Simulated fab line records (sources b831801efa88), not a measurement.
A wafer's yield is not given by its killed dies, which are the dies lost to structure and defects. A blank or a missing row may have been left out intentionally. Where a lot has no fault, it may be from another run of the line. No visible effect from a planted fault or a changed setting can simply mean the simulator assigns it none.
What tool caused it?	flow gf180mcu	72 wafers from 24 lots sampled at 6 of the route's 602 steps

== WHAT THE GAUGES SHOWED, per wafer ==
GF_M3_THK_MEAS_06: measures by xrf.
lot	measured	on	M3_ALCU_THK (nm)
L074	day 20 09:46	film_metro-04	442 446 446
L075	day 20 20:58	film_metro-02	442 442 440
L076	day 21 01:47	film_metro-02	439 444 445
L077	day 21 11:54	film_metro-04	450 444 452
L078	day 22 03:04	film_metro-03	440 455 445
L079	day 22 10:43	film_metro-04	445 445 435
L080	day 22 18:57	film_metro-04	446 442 445
L081	day 23 06:35	film_metro-04	450 457 448
L082	day 23 14:02	film_metro-03	447 442 445
L083	day 23 17:16	film_metro-03	450 449 439
L084	day 24 04:27	film_metro-04	445 453 448
L085	day 24 09:50	film_metro-04	451 446 449
L086	day 24 15:29	film_metro-04	457 455 456
L087	day 24 21:40	film_metro-02	446 451 450
L088	day 25 11:01	film_metro-03	439 438 441
L089	day 25 16:27	film_metro-04	440 449 448
L090	day 25 22:12	film_metro-04	449 445 446
L091	day 26 11:50	film_metro-04	446 452 446
L092	day 26 12:26	film_metro-03	451 453 450
L093	day 26 17:28	film_metro-04	445 451 447
L094	day 27 03:47	film_metro-04	455 452 457
L095	day 27 13:02	film_metro-04	467 456 459
L096	day 27 19:17	film_metro-03	451 450 455
L097	day 28 02:03	film_metro-04	453 451 450

GF_V5_THK_MEAS_01.
lot	measured	on	V5_CVD_00_THK (nm)
L074	day 26 08:34	film_metro-01	301.8 303.2 304.7
L075	day 26 17:34	film_metro-02	301.3 302.9 302.3
L076	day 26 19:41	film_metro-02	297.4 298.5 301.0
L077	day 27 06:02	film_metro-04	299.3 298.9 300.9
L078	day 27 18:37	film_metro-04	305.4 302.2 305.9
L079	day 28 02:19	film_metro-01	306.2 306.4 303.1
L080	day 28 09:51	film_metro-04	303.0 303.8 302.2
L081	day 28 18:16	film_metro-02	300.6 300.1 305.4
L082	day 29 02:20	film_metro-01	295.9 298.4 299.9
L083	day 29 03:28	film_metro-04	299.3 301.7 302.6
L084	day 29 13:46	film_metro-02	296.6 303.1 301.2
L085	day 29 17:46	film_metro-02	300.4 301.3 300.8
L086	day 30 00:14	film_metro-01	300.5 297.1 300.4
L087	day 30 04:53	film_metro-01	305.6 301.7 302.9
L088	day 30 15:17	film_metro-01	302.4 302.0 303.9
L089	day 30 18:59	film_metro-04	302.1 302.0 301.7
L090	day 31 01:40	film_metro-04	298.2 298.2 297.2
L091	day 31 12:58	film_metro-02	304.6 303.1 301.8
L092	day 31 14:49	film_metro-01	303.2 303.8 299.8
L093	day 31 19:24	film_metro-04	302.3 294.8 297.7
L094	day 32 02:50	film_metro-01	303.7 306.7 303.0
L095	day 32 09:35	film_metro-04	301.0 301.9 301.3
L096	day 32 15:58	film_metro-04	301.5 299.8 301.3
L097	day 32 20:13	film_metro-04	298.6 298.5 299.3

GF_PASSIVATION_THK_MEAS_01.
lot	measured	on	PASSIVATION_CVD_00_THK (nm)
L074	day 28 03:49	film_metro-03	1010 1006 1042
L075	day 28 12:20	film_metro-03	1002 997 1021
L076	day 28 14:51	film_metro-01	991 1004 1035
L077	day 29 00:52	film_metro-01	1039 1029 1036
L078	day 29 11:40	film_metro-03	1004 993 1007
L079	day 29 19:50	film_metro-03	1016 1042 1035
L080	day 30 03:16	film_metro-03	1002 1021 1010
L081	day 30 10:56	film_metro-01	1001 1008 1024
L082	day 30 18:28	film_metro-01	1003 1010 1001
L083	day 30 20:04	film_metro-03	997 1016 1034
L084	day 31 05:03	film_metro-01	986 998 1008
L085	day 31 08:47	film_metro-03	988 1006 1010
L086	day 31 14:44	film_metro-03	989 996 1012
L087	day 31 19:34	film_metro-03	1015 1010 1018
L088	day 32 04:37	film_metro-02	992 1020 995
L089	day 32 08:25	film_metro-02	989 1002 1008
L090	day 32 15:42	film_metro-01	986 1006 1007
L091	day 33 01:37	film_metro-03	995 1016 1015
L092	day 33 02:54	film_metro-03	999 1008 1023
L093	day 33 07:18	film_metro-02	992 1007 1007
L094	day 33 14:24	film_metro-03	1003 990 1016
L095	day 33 19:57	film_metro-01	996 983 1003
L096	day 34 02:17	film_metro-03	992 978 1005
L097	day 34 06:37	film_metro-01	971 976 998

== WHICH TOOL RAN EACH LOT (tool, then ch and the chambers of the sampled wafers, then the start) ==
lot	GF_M2_SPUTTER_02	GF_M3_SPUTTER_00	GF_V3_ETCH_17
L074	pvd_sputter-02, day 18 06:05	pvd_sputter-01, day 20 09:26	rie_diel-02 ch 0,1,3, day 26 08:34 or earlier
L075	pvd_sputter-03, day 18 16:33	pvd_sputter-04, day 20 20:37	rie_diel-03 ch 1,3, day 26 17:34 or earlier
L076	pvd_sputter-03, day 18 20:46	pvd_sputter-03, day 21 01:27	rie_diel-01 ch 0,1,3, day 26 19:41 or earlier
L077	pvd_sputter-01, day 19 08:02	pvd_sputter-04, day 21 11:30	rie_diel-01 ch 1,2,3, day 27 06:02 or earlier
L078	pvd_sputter-02, day 20 00:07	pvd_sputter-03, day 22 02:43	rie_diel-02 ch 0,1, day 27 18:37 or earlier
L079	pvd_sputter-01, day 20 08:59	pvd_sputter-04, day 22 10:22	rie_diel-01 ch 1,2, day 28 02:19 or earlier
L080	pvd_sputter-03, day 20 16:08	pvd_sputter-03, day 22 18:35	rie_diel-02 ch 0,1, day 28 09:51 or earlier
L081	pvd_sputter-03, day 21 03:34	pvd_sputter-04, day 23 06:14	rie_diel-03 ch 2,3, day 28 18:16 or earlier
L082	pvd_sputter-03, day 21 11:56	pvd_sputter-04, day 23 13:41	rie_diel-01 ch 0,2,3, day 29 02:20 or earlier
L083	pvd_sputter-01, day 21 15:14	pvd_sputter-04, day 23 16:56	rie_diel-01 ch 2,3, day 29 03:28 or earlier
L084	pvd_sputter-01, day 22 03:31	pvd_sputter-01, day 24 04:07	rie_diel-03 ch 0,1,2, day 29 13:46 or earlier
L085	pvd_sputter-01, day 22 09:59	pvd_sputter-01, day 24 09:30	rie_diel-02 ch 0,3, day 29 17:46 or earlier
L086	pvd_sputter-01, day 22 15:38	pvd_sputter-03, day 24 15:08	rie_diel-02 ch 1,2, day 30 00:14 or earlier
L087	pvd_sputter-01, day 22 21:43	pvd_sputter-04, day 24 21:18	rie_diel-01 ch 2,3, day 30 04:53 or earlier
L088	pvd_sputter-02, day 23 11:31	pvd_sputter-01, day 25 10:41	rie_diel-02 ch 2,3, day 30 15:17 or earlier
L089	pvd_sputter-03, day 23 17:26	pvd_sputter-04, day 25 16:06	rie_diel-01 ch 0,2,3, day 30 18:59 or earlier
L090	pvd_sputter-01, day 23 23:05	pvd_sputter-03, day 25 21:50	rie_diel-03 ch 0,2,3, day 31 01:40 or earlier
L091	pvd_sputter-03, day 24 13:50	pvd_sputter-03, day 26 11:29	rie_diel-03 ch 2,3, day 31 12:58 or earlier
L092	pvd_sputter-01, day 24 14:41	pvd_sputter-01, day 26 12:05	rie_diel-01 ch 0,1,3, day 31 14:49 or earlier
L093	pvd_sputter-02, day 24 21:04	pvd_sputter-01, day 26 17:06	rie_diel-01 ch 1,2,3, day 31 19:24 or earlier
L094	pvd_sputter-01, day 25 08:01	pvd_sputter-01, day 27 03:27	rie_diel-03 ch 0,2,3, day 32 02:50 or earlier
L095	pvd_sputter-01, day 25 16:50	pvd_sputter-04, day 27 12:41	rie_diel-03 ch 0,1,3, day 32 09:35 or earlier
L096	pvd_sputter-02, day 25 22:32	pvd_sputter-01, day 27 18:55	rie_diel-02 ch 0,3, day 32 15:58 or earlier
L097	pvd_sputter-03, day 26 07:16	pvd_sputter-01, day 28 01:41	rie_diel-02 ch 1,2,3, day 32 20:13 or earlier
- GF_M2_SPUTTER_02: material AlCu, target thk 450 nm, time 23.9 s.
- GF_M3_SPUTTER_00: material Ti, target thk 37.5 nm, time 150 s.
- GF_V3_ETCH_17: etches SiO2 in C4F8/O2/Ar, stops on TiN, target depth 635 nm.

== AS READ BY THE TOOLS THEMSELVES (means over the sampled wafers that have a number; for cases with no such wafer, the mark the record gives instead) ==
GF_M2_SPUTTER_02.
lot	tool	throttle_valve_pct (%)
L074	pvd_sputter-02	30.0
L075	pvd_sputter-03	29.0
L076	pvd_sputter-03	29.8
L077	pvd_sputter-01	30.0
L078	pvd_sputter-02	29.7
L079	pvd_sputter-01	30.9
L080	pvd_sputter-03	30.1
L081	pvd_sputter-03	30.8
L082	pvd_sputter-03	30.8
L083	pvd_sputter-01	30.4
L084	pvd_sputter-01	29.0
L085	pvd_sputter-01	30.2
L086	pvd_sputter-01	29.3
L087	pvd_sputter-01	30.7
L088	pvd_sputter-02	29.2
L089	pvd_sputter-03	31.1
L090	pvd_sputter-01	29.8
L091	pvd_sputter-03	30.2
L092	pvd_sputter-01	29.6
L093	pvd_sputter-02	30.7
L094	pvd_sputter-01	30.5
L095	pvd_sputter-01	30.0
L096	pvd_sputter-02	29.9
L097	pvd_sputter-03	30.1

GF_M3_SPUTTER_00.
lot	tool	throttle_valve_pct (%)
L074	pvd_sputter-01	30.3
L075	pvd_sputter-04	29.8
L076	pvd_sputter-03	29.8
L077	pvd_sputter-04	30.5
L078	pvd_sputter-03	30.2
L079	pvd_sputter-04	30.1
L080	pvd_sputter-03	30.0
L081	pvd_sputter-04	31.0
L082	pvd_sputter-04	30.8
L083	pvd_sputter-04	30.5
L084	pvd_sputter-01	30.8
L085	pvd_sputter-01	30.9
L086	pvd_sputter-03	30.2
L087	pvd_sputter-04	30.5
L088	pvd_sputter-01	29.8
L089	pvd_sputter-04	30.9
L090	pvd_sputter-03	30.1
L091	pvd_sputter-03	30.0
L092	pvd_sputter-01	30.7
L093	pvd_sputter-01	30.6
L094	pvd_sputter-01	29.9
L095	pvd_sputter-04	30.4
L096	pvd_sputter-01	29.4
L097	pvd_sputter-01	29.8

GF_V3_ETCH_17.
lot	tool	oes_product_au (a.u.)	rf_fwd_power_W (W)
L074	rie_diel-02	0.857	1488
L075	rie_diel-03	0.853	1493
L076	rie_diel-01	0.853	1494
L077	rie_diel-01	0.855	1492
L078	rie_diel-02	0.856	1494
L079	rie_diel-01	0.857	1496
L080	rie_diel-02	0.851	1491
L081	rie_diel-03	0.854	1494
L082	rie_diel-01	0.856	1489
L083	rie_diel-01	0.858	1491
L084	rie_diel-03	0.857	1490
L085	rie_diel-02	0.856	1497
L086	rie_diel-02	0.855	1493
L087	rie_diel-01	0.856	1485
L088	rie_diel-02	0.858	1500
L089	rie_diel-01	0.851	1490
L090	rie_diel-03	0.863	1492
L091	rie_diel-03	0.860	1493
L092	rie_diel-01	0.858	1492
L093	rie_diel-01	0.853	1493
L094	rie_diel-03	0.858	1494
L095	rie_diel-03	0.857	1498
L096	rie_diel-02	0.855	1492
L097	rie_diel-02	0.858	1488

== THE ANSWER, worked out from the rows above alone ==
Rule: what is usual is taken from the lots themselves. Put in order of their means at a reading, lots are off if they are a third of the lots or fewer, leave a main group of 4 or more, and stand apart from it by a gap of 3 or more times the standard deviation of the main group's means; of several such gaps the widest counts. A main group is skipped when, at the precision printed for the reading in the tables above, its means are all equal. Also off: a lot with no number at a reading for which 4 or more lots have one. Any other lot the step has rows for is counted as sound. Order of review: gauges by route order, followed by the tools' own readings, for which a lot's mean as printed above is used. The first step at which some lot is off is used, and at that step the reading that is off furthest; a lot without a number counts as furthest.
No lot is off on any of the readings shown, so nothing can be concluded from this.

== WHAT WAS PUT IN BY THE SIMULATOR ==
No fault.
